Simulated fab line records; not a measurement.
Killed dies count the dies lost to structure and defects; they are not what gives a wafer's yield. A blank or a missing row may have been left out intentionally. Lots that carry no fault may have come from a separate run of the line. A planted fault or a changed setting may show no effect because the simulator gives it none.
fab line records	flow sfq-line
[record] lots = 5	wafers = 23
route steps=325 shown I4@170 JJ@182 R5@218 I5@228
start-h: the number of hours between the record's first day and the start of the first shown wafer of the lot	wait-h: hours from the lot's prior step to this one	" same as the row above	L1.1+2: several wafers, shown together as one row	- either no value or no given start	* or withheld: withheld	< > ~ a bound
route shown NAME@n: NAME is a module with steps in the file, n the number in the route of the first one	usual: the fault-free wafers' mean and standard deviation	same: alike in all rows	chamber/n: place in a boat	sites: the reading at each site	_std_site: the standard deviation of these	_edge_site: the outer-site mean with the inner-site mean subtracted	radius-mm: for every site, how far away it sits from the centre of the wafer	mask NAME#n: copy n	behind: the most recent tool/chamber to have shaped the wafer	hold: the reason the lot was held/the length of the hold in hours/how it ended	device: the transistor (n, p or np) that didn't switch	end of line: tests run on the same wafers once the route is complete	a step without rows: its recipe alone	killed: dies lost to structure and defects at the first sort, not the wafer's yield	map: a wafer's dies, marking killed ones x, the rest . and places with no die _
set.NAME: the run value of the setting; set.NAME@STEP: its run value at that earlier step	model.NAME: the simulator's own value behind a step, which no gauge read
one table per step and one row per wafer, for lots whose settings were changed on purpose
[[steps]]
[step SFQ_TRILAYER_I4_VIA_LITHO_EXPOSE_104]
[recipe] mask-id = I4	na = 0.6	source-shape = conventional	sigma-outer = 0.65	target-cd-nm = 700	dose-mj = 21.3
lot.wafer	tool	chamber	start-h	wait-h	mask	set.dose-mj
L076.1+3+5	krf-scanner-02	0	1330.82	-	I4#0	21.3
L077.1+3	krf-scanner-02	0	1333.22	-	I4#0	21.3
L077.2+5+6	"	0	"	"	I4#0	20.47
L078.1+5+6	krf-scanner-02	0	1335.62	-	I4#0	19.76
L078.2+3	"	0	"	"	I4#0	21.3
L083.2+5	krf-scanner-01	0	1368.19	-	I4#0	22.07
L083.3+4+6	"	0	"	"	I4#0	21.3
L085.1+2+6	krf-scanner-01	0	1379.99	-	I4#0	21.3
L085.3+5	"	0	"	"	I4#0	20.49
[step SFQ_TRILAYER_I4_VIA_LITHO_PEB_106]
[recipe] peb-temp-c = 115	peb-time-s = 60	resist = KrF
[step SFQ_TRILAYER_I4_VIA_LITHO_DEVELOP_105]
[recipe] time-s = 60	resist = KrF
[step SFQ_TRILAYER_I4_VIA_BARC_OPEN_VIA_ETCH_146]
[recipe] mask-material = PR	chemistry = O2	target-depth-nm = 125	target = BARC	source-w = 500	bias-w = 80	pressure-mtorr = 30	time-s = 41.7
lot.wafer	tool	chamber	start-h	wait-h	set.dose-mj@TRILAYER_I4_VIA_LITHO_EXPOSE_104	model.I4.cd-nm
L076.1	rie-diel-01	1	1332.35	0.0	21.3	700.8
L076.3	"	0	"	"	21.3	701.4
L076.5	"	3	"	"	21.3	700.3
L077.1	rie-diel-02	3	1334.75	0.0	21.3	699.9
L077.2+6	"	2,1	"	"	20.47	693.5
L077.3	"	0	"	"	21.3	698.8
L077.5	"	0	"	"	20.47	692.3
L078.1	rie-diel-01	1	1337.15	0.0	19.76	686.7
L078.2	"	2	"	"	21.3	699.5
L078.3	"	3	"	"	21.3	699.4
L078.5	"	0	"	"	19.76	688.7
L078.6	"	1	"	"	19.76	687.3
L083.2	rie-diel-01	0	1369.52	0.0	22.07	706
L083.3	"	3	"	"	21.3	700
L083.4	"	1	"	"	21.3	699.5
L083.5	"	1	"	"	22.07	705.9
L083.6	"	0	"	"	21.3	700.5
L085.1	rie-diel-01	3	1381.52	0.0	21.3	699.4
L085.2	"	1	"	"	21.3	700
L085.3	"	0	"	"	20.49	694.6
L085.5	"	2	"	"	20.49	695.1
L085.6	"	3	"	"	21.3	699.6
[step SFQ_TRILAYER_I4_VIA_ETCH_VIA_ETCH_106]
[recipe] target = SiO2	stop-on = Nb	mask-material = PR	taper-deg = 20	chemistry = CHF3	target-depth-nm = 260	source-w = 500	bias-w = 80	pressure-mtorr = 30	time-s = withheld
lot.wafer	tool	chamber	start-h	wait-h	set.source-w	set.leave-above-ref-nm@TRILAYER_I4_CMP_CMP_100	set.dose-mj@TRILAYER_I4_VIA_LITHO_EXPOSE_104	model.I4.cd-nm	model.I4.feature-depth-nm	model.etch.depth-nm
L076.1	rie-diel-01	1	1332.39	0.0	500	200	21.3	699.4	199.9	199.9
L076.3	"	0	"	"	500	200	21.3	699.4	201.2	201.2
L076.5	"	3	"	"	500	200	21.3	701.6	201	201
L077.1	rie-diel-02	3	1334.79	0.0	500	200	21.3	702.8	199	199
L077.2	"	2	"	"	500	203.9	20.47	691.7	204.4	204.4
L077.3	"	0	"	"	500	203.9	21.3	697.6	203	203
L077.5	"	0	"	"	500	200	20.47	690.9	199.9	199.9
L077.6	"	1	"	"	500	203.9	20.47	693.2	202.9	202.9
L078.1	rie-diel-01	1	1337.19	0.0	500	194.6	19.76	685.3	195.5	-
L078.2	"	2	"	"	464.5	194.6	21.3	700.9	194.7	-
L078.3	"	3	"	"	464.5	194.6	21.3	701.5	193.1	193.1
L078.5	"	0	"	"	464.5	200	19.76	688.4	201.7	201.7
L078.6	"	1	"	"	500	200	19.76	688.1	199.6	199.6
L083.2	rie-diel-01	0	1369.56	0.0	450.8	188.5	22.07	706.1	187.9	-
L083.3	"	3	"	"	450.8	188.5	21.3	702.1	188.1	-
L083.4	"	1	"	"	500	188.5	21.3	698.4	187.2	187.2
L083.5	"	1	"	"	500	200	22.07	705	200.5	200.5
L083.6	"	0	"	"	450.8	200	21.3	699.6	198.4	198.4
L085.1	rie-diel-01	3	1381.56	0.0	526.4	200	21.3	703.9	199.1	198.7
L085.2	"	1	"	"	500	200	21.3	701.4	198.5	198.5
L085.3	"	0	"	"	500	200	20.49	694.5	202.3	-
L085.5	"	2	"	"	526.4	200	20.49	696.4	199	-
L085.6	"	3	"	"	500	200	21.3	704.9	198.6	198.6
[step SFQ_TRILAYER_JJ_TRILAYER_DEP_SPUTTER_112]
[recipe] material = Nb	base-pressure-pa = 1.33e-06	chamber-pressure-pa = 0.1333	substrate-temp-c = 20	target-thk-nm = 170	power-w = 2000	time-s = 113.3
lot.wafer	tool	chamber	start-h	wait-h	set.power-w	model.Nb_of_TRILAYER_JJ_TRILAYER_DEP_SPUTTER_112.thk-nm
L076.1	pvd-sputter-03	-	1334.40	0.5	2000	165.2
L076.3	"	-	"	"	2000	165.3
L076.5	"	-	"	"	2000	167
L077.1	pvd-sputter-05	-	1336.80	0.5	2000	168.1
L077.2	"	-	"	"	2000	167.6
L077.3	"	-	"	"	2163	180.1
L077.5	"	-	"	"	2000	167
L077.6	"	-	"	"	2163	182.5
L078.1	pvd-sputter-04	-	1339.42	0.5	2000	171.2
L078.2	"	-	"	"	1910	161.9
L078.3	"	-	"	"	2000	173.7
L078.5	"	-	"	"	1910	162.6
L078.6	"	-	"	"	1910	162.1
L083.2	pvd-sputter-03	-	1371.75	0.5	2000	167
L083.3	"	-	"	"	2000	164.2
L083.4	"	-	"	"	2000	164.7
L083.5	"	-	"	"	2000	164.1
L083.6	"	-	"	"	2000	167.9
L085.1	pvd-sputter-05	-	1383.58	0.5	2000	166.6
L085.2	"	-	"	"	1848	153.5
L085.3	"	-	"	"	2000	171.3
L085.5	"	-	"	"	1848	154.8
L085.6	"	-	"	"	1848	157.6
[step SFQ_JJ_RS_MEAS_929]
[recipe] thk-meas-gauge = four-point-probe	reads = Nb_of_TRILAYER_JJ_TRILAYER_DEP_SPUTTER_112
[usual] JJ_NB_RS = 1.059/0.016
lot.wafer	tool	chamber	start-h	wait-h	set.power-w@TRILAYER_JJ_TRILAYER_DEP_SPUTTER_112	JJ_NB_RS[ohm/sq]
L076.1	film-metro-02	-	1334.48	0.0	2000	1.080
L076.3	"	-	"	"	2000	1.079
L076.5	"	-	"	"	2000	1.068
L077.1	film-metro-01	-	1336.88	0.0	2000	1.065
L077.2	"	-	"	"	2000	1.070
L077.3	"	-	"	"	2163	0.992
L077.5	"	-	"	"	2000	1.070
L077.6	"	-	"	"	2163	0.979
L078.1	film-metro-04	-	1339.50	0.0	2000	1.040
L078.2	"	-	"	"	1910	1.102
L078.3	"	-	"	"	2000	1.027
L078.5	"	-	"	"	1910	1.100
L078.6	"	-	"	"	1910	1.100
L083.2	film-metro-01	-	1371.85	0.1	2000	1.069
L083.3	"	-	"	"	2000	1.090
L083.4	"	-	"	"	2000	1.086
L083.5	"	-	"	"	2000	1.090
L083.6	"	-	"	"	2000	1.065
L085.1	film-metro-01	-	1383.66	0.0	2000	1.071
L085.2	"	-	"	"	1848	1.165
L085.3	"	-	"	"	2000	1.041
L085.5	"	-	"	"	1848	1.153
L085.6	"	-	"	"	1848	1.136
[step SFQ_TRILAYER_JJ_CE_LITHO_COAT_114]
[recipe] resist = KrF	spin-rpm = 3000	resist-thk-nm = 600
lot.wafer	tool	chamber	start-h	wait-h	set.resist-thk-nm	model.KrF_of_TRILAYER_JJ_CE_LITHO_COAT_114.thk-nm
L076.1+3	litho-track-04	0	1334.96	0.2	600	601.1
L076.5	"	0	"	"	600	600
L077.1	litho-track-01	0	1337.36	0.2	615.1	618.5
L077.2	"	0	"	"	615.1	617.5
L077.3	"	0	"	"	615.1	615.7
L077.5	"	0	"	"	600	600.7
L077.6	"	0	"	"	600	599.7
L078.1	litho-track-04	0	1339.98	0.2	600	602.7
L078.2	"	0	"	"	600	602.4
L078.3	"	0	"	"	600	601.3
L078.5	"	0	"	"	600	602.6
L078.6	"	0	"	"	600	602.3
L083.2	litho-track-01	0	1372.36	0.2	600	597.5
L083.3	"	0	"	"	600	598.2
L083.4	"	0	"	"	600	597.6
L083.5	"	0	"	"	600	598.9
L083.6	"	0	"	"	600	598.8
L085.1	litho-track-04	0	1384.14	0.2	568	567.2
L085.2	"	0	"	"	600	598.3
L085.3	"	0	"	"	600	600
L085.5	"	0	"	"	568	568
L085.6	"	0	"	"	568	567
[step SFQ_TRILAYER_JJ_CE_BARC_OPEN_RIE_150]
[recipe] mask-material = PR	chemistry = O2	target-depth-nm = 240	target = BARC	icp-w = 600	bias-w = 80	pressure-mtorr = 10	time-s = 80
lot.wafer	tool	chamber	start-h	wait-h	set.pressure-mtorr
L076.1+3+5	rie-metal-02	0,0,1	1338.15	1.0	10
L077.1+2+3+5+6	rie-metal-01	1,0,1,0,1	1340.55	1.0	8.566
L078.1+2+3+5+6	rie-metal-02	1,0,1,0,1	1344.27	1.0	9.4
L083.2+3+4+5+6	rie-metal-01	1,0,1,0,1	1375.50	0.8	10
L085.1+2+3+5+6	rie-metal-01	1,0,1,0,1	1387.32	1.0	8.587
[step SFQ_TRILAYER_JJ_CE_ETCH_RIE_118]
[recipe] target = Nb	stop-on = Al2O3	mask-material = PR	taper-deg = 13.257	over-etch-frac = 0.15	time-s = 97.7	chemistry = SF6	target-depth-nm = 170	icp-w = 600	bias-w = 80	pressure-mtorr = 10.16
lot.wafer	tool	chamber	start-h	wait-h	set.resist-thk-nm@TRILAYER_JJ_CE_LITHO_COAT_114	model.KrF_of_TRILAYER_JJ_CE_LITHO_COAT_114.thk-nm
L076.1+3	rie-metal-02	0	1338.24	0.1	600	475.1
L076.5	"	1	"	"	600	475.2
L077.1	rie-metal-01	1	1340.64	0.1	615.1	498
L077.2	"	0	"	"	615.1	496.9
L077.3	"	1	"	"	615.1	495.8
L077.5	"	0	"	"	600	479.8
L077.6	"	1	"	"	600	478.8
L078.1	rie-metal-02	1	1344.36	0.1	600	478.8
L078.2	"	0	"	"	600	476
L078.3	"	1	"	"	600	477.3
L078.5	"	0	"	"	600	476.5
L078.6	"	1	"	"	600	478.2
L083.2+4	rie-metal-01	1	1375.59	0.1	600	477.1
L083.3	"	0	"	"	600	478.8
L083.5	"	0	"	"	600	477.8
L083.6	"	1	"	"	600	478.7
L085.1	rie-metal-01	1	1387.41	0.1	568	445.9
L085.2	"	0	"	"	600	477.1
L085.3	"	1	"	"	600	479.7
L085.5	"	0	"	"	568	446.3
L085.6	"	1	"	"	568	445.8
[step SFQ_TRILAYER_R5_LITHO_COAT_136]
[recipe] resist = KrF	spin-rpm = 3000	resist-thk-nm = 600
lot.wafer	tool	chamber	start-h	wait-h	set.resist-thk-nm	model.KrF_of_TRILAYER_R5_LITHO_COAT_136.thk-nm
L076.1	litho-track-01	0	1488.17	0.2	600	600
L076.3	"	0	"	"	600	600.7
L076.5	"	0	"	"	600	597.7
L077.1	litho-track-03	0	1491.17	0.2	600	598.8
L077.2	"	0	"	"	565.9	565.3
L077.3	"	0	"	"	565.9	567.3
L077.5	"	0	"	"	565.9	566.5
L077.6	"	0	"	"	600	598
L078.1	litho-track-03	0	1492.97	0.2	600	596.6
L078.2	"	0	"	"	600	597.7
L078.3	"	0	"	"	600	598.2
L078.5	"	0	"	"	600	596.8
L078.6	"	0	"	"	600	596.9
L083.2	litho-track-02	0	1529.62	0.2	612.8	612.4
L083.3	"	0	"	"	612.8	610.1
L083.4	"	0	"	"	612.8	610.9
L083.5	"	0	"	"	600	596.9
L083.6	"	0	"	"	600	598.1
L085.1+6	litho-track-01	0	1544.57	0.2	574.8	575.2
L085.2	"	0	"	"	574.8	576.9
L085.3	"	0	"	"	600	600.9
L085.5	"	0	"	"	600	601.1
[step SFQ_TRILAYER_R5_LITHO_PEB_139]
[recipe] peb-temp-c = 115	peb-time-s = 60	resist = KrF
lot.wafer	tool	chamber	start-h	wait-h	set.peb-temp-c
L076.1+3+5	litho-track-01	0	1626.68	1.0	115
L077.1+5+6	litho-track-02	0	1629.08	1.0	115
L077.2+3	"	0	"	"	117.1
L078.1+5	litho-track-03	0	1630.28	1.0	115
L078.2+3+6	"	0	"	"	117.8
L083.2+4+6	litho-track-02	0	1649.56	0.8	115
L083.3+5	"	0	"	"	116.3
L085.1+2+3+5+6	litho-track-01	0	1651.93	1.0	115
[step SFQ_TRILAYER_R5_LITHO_DEVELOP_138]
[recipe] time-s = 60	resist = KrF
[step SFQ_TRILAYER_R5_BARC_OPEN_METAL_ETCH_177]
[recipe] mask-material = PR	chemistry = O2	target-depth-nm = 125	target = BARC	icp-w = 600	bias-w = 80	pressure-mtorr = 10	time-s = 41.7
lot.wafer	tool	chamber	start-h	wait-h	set.resist-thk-nm@TRILAYER_R5_LITHO_COAT_136	set.peb-temp-c@TRILAYER_R5_LITHO_PEB_139	model.R5.cd-nm	model.KrF_of_TRILAYER_R5_LITHO_COAT_136.thk-nm
L076.1	rie-metal-01	1	1627.02	0.0	600	115	498	523
L076.3	"	0	"	"	600	115	498.8	523.5
L076.5	"	1	"	"	600	115	500.1	521.1
L077.1	rie-metal-04	0	1629.42	0.0	600	115	501.6	522.9
L077.2	"	1	"	"	565.9	117.1	463.4	489
L077.3	"	1	"	"	565.9	117.1	464.6	491
L077.5	"	1	"	"	565.9	115	498.6	489.8
L077.6	"	0	"	"	600	115	502	521.8
L078.1	rie-metal-01	1	1630.62	0.0	600	115	497.3	520.8
L078.2	"	0	"	"	600	117.8	452.2	520.7
L078.3	"	0	"	"	600	117.8	452.3	521.2
L078.5	"	1	"	"	600	115	497.3	520.4
L078.6	"	0	"	"	600	117.8	452.9	519.5
L083.2	rie-metal-04	0	1649.87	0.0	612.8	115	499.6	535.4
L083.3	"	1	"	"	612.8	116.3	477.8	532.5
L083.4	"	0	"	"	612.8	115	499.8	534.1
L083.5	"	1	"	"	600	116.3	477.2	519.7
L083.6	"	0	"	"	600	115	501.1	521.4
L085.1	rie-metal-04	1	1652.27	0.0	574.8	115	496.6	497.3
L085.2	"	0	"	"	574.8	115	499.4	499.7
L085.3	"	0	"	"	600	115	499	523.8
L085.5	"	0	"	"	600	115	498.7	524
L085.6	"	1	"	"	574.8	115	497.9	497.6
[step SFQ_TRILAYER_A5C_DEP_PECVD_142]
[recipe] material = SiO2	temp-c = 150	time-s = 15.556	pressure-torr = 2.4	rf-w = 183.3	precursor = SiH4/N2O	target-thk-nm = 70
lot.wafer	tool	chamber	start-h	wait-h	set.time-s	model.SiO2_of_TRILAYER_A5C_DEP_PECVD_142.thk-nm
L076.1	pecvd-02	1	1627.91	0.0	15.556	69.65
L076.3	"	2	"	"	15.556	69.83
L076.5	"	2	"	"	15.556	70
L077.1	pecvd-02	2	1630.31	0.0	15.556	69.51
L077.2	"	0	"	"	15.556	68.65
L077.3	"	1	"	"	14.85	66.96
L077.5	"	0	"	"	15.556	70.56
L077.6	"	2	"	"	14.85	67.14
L078.1	pecvd-04	1	1631.51	0.0	13.87	61.98
L078.2	"	0	"	"	13.87	61.9
L078.3	"	2	"	"	15.556	68.33
L078.5	"	0	"	"	13.87	62.61
L078.6	"	2	"	"	15.556	69.32
L083.2	pecvd-02	1	1650.76	0.0	15.556	70.92
L083.3	"	0	"	"	16.69	74.12
L083.4	"	2	"	"	16.69	76.59
L083.5	"	0	"	"	15.556	69.68
L083.6	"	1	"	"	16.69	77.23
L085.1	pecvd-02	1	1653.16	0.0	15.556	70.44
L085.2	"	2	"	"	13.63	60.37
L085.3	"	0	"	"	15.556	69.61
L085.5	"	1	"	"	13.63	63.02
L085.6	"	0	"	"	13.63	61.35
[step SFQ_TRILAYER_I5_LITHO_PEB_147]
[recipe] peb-temp-c = 115	peb-time-s = 60	resist = KrF
lot.wafer	tool	chamber	start-h	wait-h	set.peb-temp-c
L076.1+3+5	litho-track-01	0	1630.42	1.0	115
L077.1+2+3	litho-track-04	0	1632.82	1.0	115
L077.5+6	"	0	"	"	118.1
L078.1+2+3	litho-track-04	0	1729.66	1.0	115
L078.5+6	"	0	"	"	118.7
L083.2+3+4+5+6	litho-track-04	0	1748.89	0.8	115
L085.1+2+3+5+6	litho-track-02	0	1752.46	1.0	115
[step SFQ_TRILAYER_I5_LITHO_DEVELOP_146]
[recipe] time-s = 60	resist = KrF
[step SFQ_TRILAYER_I5_BARC_OPEN_VIA_ETCH_200]
[recipe] mask-material = PR	chemistry = O2	target-depth-nm = 125	target = BARC	source-w = 500	bias-w = 80	pressure-mtorr = 30	time-s = 41.7
lot.wafer	tool	chamber	start-h	wait-h	set.peb-temp-c@TRILAYER_I5_LITHO_PEB_147	model.I5.cd-nm
L076.1	rie-diel-04	1	1630.76	0.0	115	701.3
L076.3	"	2	"	"	115	703.3
L076.5	"	3	"	"	115	702.3
L077.1	rie-diel-01	1	1633.16	0.0	115	702
L077.2	"	3	"	"	115	701
L077.3	"	0	"	"	115	702.7
L077.5	"	1	"	"	118.1	753.2
L077.6	"	0	"	"	118.1	753.6
L078.1	rie-diel-01	3	1730.00	0.0	115	700.1
L078.2	"	2	"	"	115	698.8
L078.3	"	0	"	"	115	700.2
L078.5	"	2	"	"	118.7	759.8
L078.6	"	3	"	"	118.7	758.4
L083.2	rie-diel-04	2	1749.20	0.0	115	703.1
L083.3	"	3	"	"	115	699.7
L083.4	"	0	"	"	115	700.9
L083.5	"	1	"	"	115	702.8
L083.6	"	0	"	"	115	700.7
L085.1	rie-diel-01	2	1752.80	0.0	115	698.2
L085.2	"	3	"	"	115	697.6
L085.3	"	1	"	"	115	700
L085.5	"	0	"	"	115	699.4
L085.6	"	3	"	"	115	697.4
[step SFQ_TRILAYER_I5_ETCH_VIA_ETCH_147]
[recipe] stop-on = Nb	mask-material = PR	chemistry = CHF3	target-depth-nm = 360	source-w = 500	bias-w = 80	pressure-mtorr = 30	time-s = withheld
lot.wafer	tool	chamber	start-h	wait-h	set.peb-temp-c@TRILAYER_I5_LITHO_PEB_147	model.I5.cd-nm
L076.1	rie-diel-04	1	1630.80	0.0	115	702.3
L076.3	"	2	"	"	115	705.3
L076.5	"	3	"	"	115	703.5
L077.1	rie-diel-01	1	1633.20	0.0	115	700.3
L077.2	"	3	"	"	115	698.7
L077.3	"	0	"	"	115	703.3
L077.5	"	1	"	"	118.1	751
L077.6	"	0	"	"	118.1	752.6
L078.1	rie-diel-01	3	1730.04	0.0	115	699.7
L078.2	"	2	"	"	115	696.7
L078.3	"	0	"	"	115	702.3
L078.5	"	2	"	"	118.7	756.7
L078.6	"	3	"	"	118.7	758.7
L083.2	rie-diel-04	2	1749.24	0.0	115	701.1
L083.3	"	3	"	"	115	698.8
L083.4+6	"	0	"	"	115	699.1
L083.5	"	1	"	"	115	700.7
L085.1	rie-diel-01	2	1752.84	0.0	115	695.2
L085.2	"	3	"	"	115	698.6
L085.3	"	1	"	"	115	700.8
L085.5	"	0	"	"	115	700.7
L085.6	"	3	"	"	115	697.6
[[key]]
[split] step = SFQ_TRILAYER_I4_VIA_LITHO_EXPOSE_104	setting = dose-mj	stated = 21.3	by = wafer
[response] step = SFQ_TRILAYER_I4_VIA_BARC_OPEN_VIA_ETCH_146	reading = model.I4.cd-nm	change = +1.58	per = 1%	r = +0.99
[response] step = SFQ_TRILAYER_I4_VIA_ETCH_VIA_ETCH_106	reading = model.I4.cd-nm	change = +1.94	per = 1%	r = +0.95
[split] step = SFQ_TRILAYER_I4_VIA_ETCH_VIA_ETCH_106	setting = source-w	stated = 500	by = wafer
response none clear
[split] step = SFQ_TRILAYER_JJ_TRILAYER_DEP_SPUTTER_112	setting = power-w	stated = 2000	by = wafer
[response] step = SFQ_TRILAYER_JJ_TRILAYER_DEP_SPUTTER_112	reading = model.Nb_of_TRILAYER_JJ_TRILAYER_DEP_SPUTTER_112.thk-nm	change = +1.81	per = 1%	r = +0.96
[response] step = SFQ_JJ_RS_MEAS_929	reading = JJ_NB_RS	change = -0.0118	per = 1%	r = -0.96
[split] step = SFQ_TRILAYER_JJ_CE_LITHO_COAT_114	setting = resist-thk-nm	stated = 600	by = wafer
[response] step = SFQ_TRILAYER_JJ_CE_LITHO_COAT_114	reading = model.KrF_of_TRILAYER_JJ_CE_LITHO_COAT_114.thk-nm	change = +6.1	per = 1%	r = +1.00
[response] step = SFQ_TRILAYER_JJ_CE_ETCH_RIE_118	reading = model.KrF_of_TRILAYER_JJ_CE_LITHO_COAT_114.thk-nm	change = +6.24	per = 1%	r = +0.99
[split] step = SFQ_TRILAYER_JJ_CE_BARC_OPEN_RIE_150	setting = pressure-mtorr	stated = 10	by = lot
response none clear
[split] step = SFQ_TRILAYER_R5_LITHO_COAT_136	setting = resist-thk-nm	stated = 600	by = wafer
[response] step = SFQ_TRILAYER_R5_LITHO_COAT_136	reading = model.KrF_of_TRILAYER_R5_LITHO_COAT_136.thk-nm	change = +5.83	per = 1%	r = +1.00
[response] step = SFQ_TRILAYER_R5_BARC_OPEN_METAL_ETCH_177	reading = model.KrF_of_TRILAYER_R5_LITHO_COAT_136.thk-nm	change = +5.89	per = 1%	r = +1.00
[split] step = SFQ_TRILAYER_R5_LITHO_PEB_139	setting = peb-temp-c	stated = 115	by = wafer
[response] step = SFQ_TRILAYER_R5_BARC_OPEN_METAL_ETCH_177	reading = model.R5.cd-nm	change = -19.1	per = 1%	r = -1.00
[split] step = SFQ_TRILAYER_A5C_DEP_PECVD_142	setting = time-s	stated = 15.556	by = wafer
[response] step = SFQ_TRILAYER_A5C_DEP_PECVD_142	reading = model.SiO2_of_TRILAYER_A5C_DEP_PECVD_142.thk-nm	change = +0.667	per = 1%	r = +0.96
[split] step = SFQ_TRILAYER_I5_LITHO_PEB_147	setting = peb-temp-c	stated = 115	by = wafer
[response] step = SFQ_TRILAYER_I5_BARC_OPEN_VIA_ETCH_200	reading = model.I5.cd-nm	change = +18.7	per = 1%	r = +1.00
[response] step = SFQ_TRILAYER_I5_ETCH_VIA_ETCH_147	reading = model.I5.cd-nm	change = +18.4	per = 1%	r = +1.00
split outside-this-file step=SFQ_TRILAYER_I4_CMP_CMP_100 setting=leave-above-ref-nm
// split outside-this-file: this setting was split too, and the file shows its column; the key of that split is in another file
